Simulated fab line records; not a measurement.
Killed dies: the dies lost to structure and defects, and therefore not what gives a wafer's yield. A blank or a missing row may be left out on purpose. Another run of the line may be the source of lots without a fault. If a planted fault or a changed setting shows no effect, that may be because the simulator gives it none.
Chamber matching	flow sfq_line	SFQ_TRILAYER_I6_VIA_ETCH_VIA_ETCH_172 on rie_diel-04: 4 sister chambers
The step etches SiO2 in CHF3, stops on Nb, target depth 260 nm. 8 wafers are shown with their chamber, then 7 later ones without.

WAFERS PAIRED WITH THEIR CHAMBERS
wafer	chamber	drypump_motor_current_A (A)	oes_product_au (a.u.)
L130.3	2	5.3	0.863
L132.2	3	6.1	0.865
L136.3	1	5.4	0.856
L136.4	2	5.3	0.861
L136.5	0	5.7	0.854
L137.3	3	6.0	0.860
L137.4	0	5.7	0.857
L137.5	1	5.3	0.857

WAFERS WITHOUT THEIR CHAMBER
wafer	drypump_motor_current_A (A)	oes_product_au (a.u.)
L141.1	6.0	0.856
L141.3	5.4	0.858
L141.5	5.7	0.849
L142.5	5.7	0.843
L149.1	5.3	0.857
L149.3	5.4	0.852
L149.4	6.1	0.865

EACH ONE'S CHAMBER
wafer	from the rows above	in truth
L141.1	3	3
L141.3	can't be placed: 1 or 2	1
L141.5	0	0
L142.5	0	0
L149.1	can't be placed: 1 or 2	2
L149.3	1	1
L149.4	3	3
Placed correctly: 5 of 7. Not placeable from these rows: 2 (in 2, the candidates include the true chamber). 0 placed wrongly.
How it was worked out, from the rows above alone: a wafer's distance from a chamber is the root of the sum, over the readings, of the square of ((its reading less the chamber's mean) divided by the reading's scatter). The wafer belongs to the nearest chamber; if the next one is less than 2 further off, it can't be placed. A chamber's mean is the mean of its shown wafers. The scatter: the root of (the sum of the squares of (reading less its chamber's mean) over the shown wafers, divided by (wafers less chambers)).
